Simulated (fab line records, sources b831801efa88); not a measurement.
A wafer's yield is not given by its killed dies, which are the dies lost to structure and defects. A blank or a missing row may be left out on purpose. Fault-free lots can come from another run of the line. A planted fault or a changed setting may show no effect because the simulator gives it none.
Which tool is to blame? :: flow gf180mcu :: 7 lots, 21 wafers sampled, at 2 steps of a route of 602

== WHAT THE GAUGES READ, wafer by wafer ==
GF_V5_THK_MEAS_03.
lot: L621
measured: day 26 06:37
on: film metro-02
V5_CVD_02_THK (nm): 1445 1461 1448

lot: L624
measured: day 27 14:56
on: film metro-03
V5_CVD_02_THK (nm): 1425 1452 1455

lot: L626
measured: day 28 19:44
on: film metro-03
V5_CVD_02_THK (nm): 1454 1462 1473

lot: L637
measured: day 31 08:59
on: film metro-03
V5_CVD_02_THK (nm): 1427 1414 1466

lot: L639
measured: day 31 22:23
on: film metro-02
V5_CVD_02_THK (nm): 1465 1475 1473

lot: L641
measured: day 32 08:06
on: film metro-02
V5_CVD_02_THK (nm): 1433 1447 1464

lot: L643
measured: day 32 18:33
on: film metro-02
V5_CVD_02_THK (nm): 1439 1436 1461

== WHAT TOOL EACH LOT RAN ON (gives the tool, then ch and the chambers of the sampled wafers, and finally the start) ==
lot: L621
GF_CONTACT_STRIP_18: plasma asher-04 ch 0,1, day 16 01:36

lot: L624
GF_CONTACT_STRIP_18: plasma asher-04 ch 0,1, day 17 14:22

lot: L626
GF_CONTACT_STRIP_18: plasma asher-04 ch 0,1, day 19 00:14

lot: L637
GF_CONTACT_STRIP_18: plasma asher-04 ch 0,1, day 22 07:22

lot: L639
GF_CONTACT_STRIP_18: plasma asher-01 ch 0,1, day 23 02:03

lot: L641
GF_CONTACT_STRIP_18: plasma asher-01 ch 0,1, day 23 12:16

lot: L643
GF_CONTACT_STRIP_18: plasma asher-03 ch 0,1, day 24 06:13
- GF_CONTACT_STRIP_18: strips in O2/N2.

== THE ANSWER, worked out from the rows above alone ==
Rule: the lots themselves supply what counts as usual. The widest of any qualifying gaps counts: lots, ordered by their means at a reading, are off when they make up no more than a third of the lots, leave a main group of 4 or more, and stand apart from it by 3 or more times the standard deviation of that group's means. The tables above print the reading to a certain number of digits; a main group whose means all agree to those digits is not used. A lot without any number at a reading at which 4 lots or more have one is off too. All remaining lots with rows at the step are treated as sound.
Across all readings shown, no lot is off: no conclusion can be drawn from this.

== WHAT HAD BEEN PUT IN BY THE SIMULATOR ==
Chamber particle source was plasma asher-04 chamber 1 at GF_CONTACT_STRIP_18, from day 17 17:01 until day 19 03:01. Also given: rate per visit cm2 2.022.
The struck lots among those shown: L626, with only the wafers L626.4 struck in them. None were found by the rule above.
